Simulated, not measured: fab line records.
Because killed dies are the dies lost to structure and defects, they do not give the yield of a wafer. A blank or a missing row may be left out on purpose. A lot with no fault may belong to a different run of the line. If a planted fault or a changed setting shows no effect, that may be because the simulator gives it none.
Which tool did it? :: flow gf180mcu :: 13 lots with 39 wafers sampled at 3 steps, on a route of 602 steps

WHAT THE GAUGES SHOWED, per wafer
GF_V1_OVL_MEAS_15.
lot: L630
measured: day 18 04:13
on: overlay-01
V1_OVL (nm): -6 -11 -4

lot: L631
measured: day 18 12:46
on: overlay-01
V1_OVL (nm): -8 -2 -7

lot: L632
measured: day 18 22:29
on: overlay-01
V1_OVL (nm): -4 -4 -5

lot: L634
measured: day 19 19:50
on: overlay-02
V1_OVL (nm): -4 -4 0

lot: L635
measured: day 20 05:23
on: overlay-01
V1_OVL (nm): -7 5 -11

lot: L643
measured: day 23 05:11
on: overlay-02
V1_OVL (nm): 0 -2 -2

lot: L644
measured: day 23 15:11
on: overlay-02
V1_OVL (nm): 3 5 -1

lot: L646
measured: day 24 02:20
on: overlay-02
V1_OVL (nm): -6 -5 -11

lot: L647
measured: day 24 08:11
on: overlay-02
V1_OVL (nm): -8 -8 -5

lot: L649
measured: day 25 01:11
on: overlay-01
V1_OVL (nm): -13 -5 1

lot: L651
measured: day 25 14:35
on: overlay-02
V1_OVL (nm): 0 -8 -3

lot: L652
measured: day 25 19:20
on: overlay-02
V1_OVL (nm): -2 0 -9

lot: L653
measured: day 26 04:02
on: overlay-02
V1_OVL (nm): 1 -5 -2

WHAT TOOL EACH LOT RAN ON (gives the tool, then ch and the chambers of the sampled wafers, and finally the start)
lot: L630
GF_HV_LDD_ETCHBACK_58: rie_diel-03 ch 0,1, day 12 14:07
GF_CONTACT_SPUTTER_22: pvd_sputter-04, day 16 04:01

lot: L631
GF_HV_LDD_ETCHBACK_58: rie_diel-02 ch 0,2,3, day 12 19:35
GF_CONTACT_SPUTTER_22: pvd_sputter-01, day 16 10:57

lot: L632
GF_HV_LDD_ETCHBACK_58: rie_diel-02 ch 0,2,3, day 13 04:47
GF_CONTACT_SPUTTER_22: pvd_sputter-03, day 16 21:35

lot: L634
GF_HV_LDD_ETCHBACK_58: rie_diel-04 ch 0,2,3, day 13 22:35
GF_CONTACT_SPUTTER_22: pvd_sputter-04, day 17 17:11

lot: L635
GF_HV_LDD_ETCHBACK_58: rie_diel-03 ch 0,2,3, day 14 06:34
GF_CONTACT_SPUTTER_22: pvd_sputter-01, day 18 01:56

lot: L643
GF_HV_LDD_ETCHBACK_58: rie_diel-02 ch 0,1,3, day 17 03:13
GF_CONTACT_SPUTTER_22: pvd_sputter-03, day 21 03:56

lot: L644
GF_HV_LDD_ETCHBACK_58: rie_diel-02 ch 1,3, day 17 11:49
GF_CONTACT_SPUTTER_22: pvd_sputter-04, day 21 14:46

lot: L646
GF_HV_LDD_ETCHBACK_58: rie_diel-03 ch 1,2,3, day 17 21:49
GF_CONTACT_SPUTTER_22: pvd_sputter-03, day 22 01:20

lot: L647
GF_HV_LDD_ETCHBACK_58: rie_diel-03 ch 0,1,2, day 18 05:50
GF_CONTACT_SPUTTER_22: pvd_sputter-01, day 22 09:35

lot: L649
GF_HV_LDD_ETCHBACK_58: rie_diel-03 ch 0,2,3, day 18 22:53
GF_CONTACT_SPUTTER_22: pvd_sputter-04, day 23 01:46

lot: L651
GF_HV_LDD_ETCHBACK_58: rie_diel-02 ch 0,3, day 19 16:22
GF_CONTACT_SPUTTER_22: pvd_sputter-04, day 23 16:49

lot: L652
GF_HV_LDD_ETCHBACK_58: rie_diel-04 ch 1,2,3, day 19 20:04
GF_CONTACT_SPUTTER_22: pvd_sputter-04, day 23 21:01

lot: L653
GF_HV_LDD_ETCHBACK_58: rie_diel-04 ch 1,2,3, day 20 05:28
GF_CONTACT_SPUTTER_22: pvd_sputter-03, day 24 06:25
- GF_HV_LDD_ETCHBACK_58: etches Si3N4 in CH3F/O2, stops on SiO2, time 100 s, target depth 90 nm.
- GF_CONTACT_SPUTTER_22: material Ti, target thk 15 nm, time 80.02 s.

WHAT THE TOOLS THEMSELVES READ (means of the sampled wafers that have a number; where no wafer has one, the mark that the record gives instead)
GF_HV_LDD_ETCHBACK_58.
lot: L630
tool: rie_diel-03
drypump_motor_current_A (A): 5.8
oes_product_au (a.u.): 0.848
run_length_s (s): 128.6
throttle_valve_pct (%): 10.561

lot: L631
tool: rie_diel-02
drypump_motor_current_A (A): 5.8
oes_product_au (a.u.): 0.843
run_length_s (s): 127.9
throttle_valve_pct (%): 10.561

lot: L632
tool: rie_diel-02
drypump_motor_current_A (A): 5.8
oes_product_au (a.u.): 0.850
run_length_s (s): 127.9
throttle_valve_pct (%): 10.560

lot: L634
tool: rie_diel-04
drypump_motor_current_A (A): 5.4
oes_product_au (a.u.): 0.841
run_length_s (s): 128.5
throttle_valve_pct (%): 10.556

lot: L635
tool: rie_diel-03
drypump_motor_current_A (A): 5.3
oes_product_au (a.u.): 0.831
run_length_s (s): 128.5
throttle_valve_pct (%): 10.554

lot: L643
tool: rie_diel-02
drypump_motor_current_A (A): 5.6
oes_product_au (a.u.): 0.901
run_length_s (s): 122.3
throttle_valve_pct (%): 10.571

lot: L644
tool: rie_diel-02
drypump_motor_current_A (A): 5.2
oes_product_au (a.u.): 0.955
run_length_s (s): 116.0
throttle_valve_pct (%): 10.580

lot: L646
tool: rie_diel-03
drypump_motor_current_A (A): 5.3
oes_product_au (a.u.): 0.844
run_length_s (s): 128.7
throttle_valve_pct (%): 10.560

lot: L647
tool: rie_diel-03
drypump_motor_current_A (A): 5.6
oes_product_au (a.u.): 0.841
run_length_s (s): 128.6
throttle_valve_pct (%): 10.565

lot: L649
tool: rie_diel-03
drypump_motor_current_A (A): 5.3
oes_product_au (a.u.): 0.848
run_length_s (s): 128.3
throttle_valve_pct (%): 10.564

lot: L651
tool: rie_diel-02
drypump_motor_current_A (A): 6.1
oes_product_au (a.u.): 0.840
run_length_s (s): 128.2
throttle_valve_pct (%): 10.568

lot: L652
tool: rie_diel-04
drypump_motor_current_A (A): 5.7
oes_product_au (a.u.): 0.835
run_length_s (s): 128.4
throttle_valve_pct (%): 10.556

lot: L653
tool: rie_diel-04
drypump_motor_current_A (A): 5.7
oes_product_au (a.u.): 0.834
run_length_s (s): 128.6
throttle_valve_pct (%): 10.554

GF_CONTACT_SPUTTER_22.
lot: L630
tool: pvd_sputter-04
throttle_valve_pct (%): 29.9

lot: L631
tool: pvd_sputter-01
throttle_valve_pct (%): 30.8

lot: L632
tool: pvd_sputter-03
throttle_valve_pct (%): 29.4

lot: L634
tool: pvd_sputter-04
throttle_valve_pct (%): 29.5

lot: L635
tool: pvd_sputter-01
throttle_valve_pct (%): 30.4

lot: L643
tool: pvd_sputter-03
throttle_valve_pct (%): 29.3

lot: L644
tool: pvd_sputter-04
throttle_valve_pct (%): 30.5

lot: L646
tool: pvd_sputter-03
throttle_valve_pct (%): 29.3

lot: L647
tool: pvd_sputter-01
throttle_valve_pct (%): 30.3

lot: L649
tool: pvd_sputter-04
throttle_valve_pct (%): 29.7

lot: L651
tool: pvd_sputter-04
throttle_valve_pct (%): 29.6

lot: L652
tool: pvd_sputter-04
throttle_valve_pct (%): 29.8

lot: L653
tool: pvd_sputter-03
throttle_valve_pct (%): 29.6

THE ANSWER, worked out from the rows above alone
Rule: usual is defined by the lots themselves. Put in order of their means at a reading, lots are off if they are a third of the lots or fewer, leave a main group of 4 or more, and stand apart from it by a gap of 3 or more times the standard deviation of the main group's means; of several such gaps the widest counts. If all means in a main group match to the digits the tables above print for the reading, that group is not used. A lot without any number at a reading at which 4 lots or more have one is off too. Any other lot the step has rows for is counted as sound. The gauges are gone through in route order, then the tools' own readings, and for those a lot's mean is taken as printed above. At the first step where some lot is off, the reading lying furthest off is the one used; lots without a number count as furthest.
Off: L643, L644, at GF_HV_LDD_ETCHBACK_58 (run_length_s). Main group: mean 128.4 s, sd 0.27.
A tool fits if, at that step or a process step before it, it ran every lot that is off, and no sound lot after the first of them. Not one of the candidates tried fits.

WHAT WAS PUT IN BY THE SIMULATOR
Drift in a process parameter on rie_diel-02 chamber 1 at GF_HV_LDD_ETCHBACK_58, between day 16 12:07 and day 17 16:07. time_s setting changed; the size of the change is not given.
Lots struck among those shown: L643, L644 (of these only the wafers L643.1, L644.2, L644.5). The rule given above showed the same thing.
